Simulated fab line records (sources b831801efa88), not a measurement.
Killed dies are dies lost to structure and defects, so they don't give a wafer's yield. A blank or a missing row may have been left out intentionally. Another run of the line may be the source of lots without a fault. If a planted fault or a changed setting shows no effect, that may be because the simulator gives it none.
2 desks, one fault + flow gf180mcu + numbers are kept per desk, each desk with only its own; the story behind them comes last

== THE METROLOGY DESK ==
Means of the sampled wafers that have a number, per lot and without regard to the tool the lot ran on: this is what the gauges read. The brackets show how far a lot's mean lies from the usual mean; more than 4 standard deviations puts the lot out of limits, marked OUT.
Columns: A = V4_W_RS at GF_V4_RS_MEAS_24, usual 0.325 ohm/sq; B = V4_W_THK at GF_V4_THK_MEAS_25, usual 355 nm
| lot  | first seen here | A     | B   |
|------|-----------------|-------|-----|
| L148 | day 25 09:14    | 0.323 | 354 |
| L150 | day 25 18:27    | 0.323 | 354 |
| L161 | day 29 07:43    | 0.325 | 358 |
| L162 | day 29 12:14    | 0.323 | 352 |
| L163 | day 29 18:46    | 0.323 | 356 |
| L164 | day 30 02:08    | 0.324 | 356 |
| L167 | day 30 21:15    | 0.325 | 357 |
This desk's finding: nothing out of limits on any of the 7 lots.

== THE TOOL OWNER'S DESK: pvd_sputter-04 ==
The tool's own readings at GF_MIM_SPUTTER_02 (material AlCu, target thk 450 nm, time 23.9 s): means of the sampled wafers that have a number, for each lot that ran on this tool. The brackets show how far a lot's mean lies from the usual mean; more than 4 standard deviations puts the lot out of limits, marked OUT.
Columns: A = cathode_dc_power_W at GF_MIM_SPUTTER_02, usual 10600 W; B = throttle_valve_pct at GF_MIM_SPUTTER_02, usual 30.3 %
| lot  | first seen here | A     | B    |
|------|-----------------|-------|------|
| L150 | day 25 19:04    | 10599 | 30.8 |
| L161 | day 29 08:20    | 10600 | 31.1 |
| L162 | day 29 12:47    | 10601 | 31.7 |
| L163 | day 29 19:20    | 10602 | 31.1 |
This desk's finding: nothing out of limits on any of the 4 lots.

== ALL TOGETHER ==
At the metrology desk, nothing out of limits was observed.
The tool owner's desk saw nothing out of limits.

== WHAT THE SIMULATOR HAD INSERTED ==
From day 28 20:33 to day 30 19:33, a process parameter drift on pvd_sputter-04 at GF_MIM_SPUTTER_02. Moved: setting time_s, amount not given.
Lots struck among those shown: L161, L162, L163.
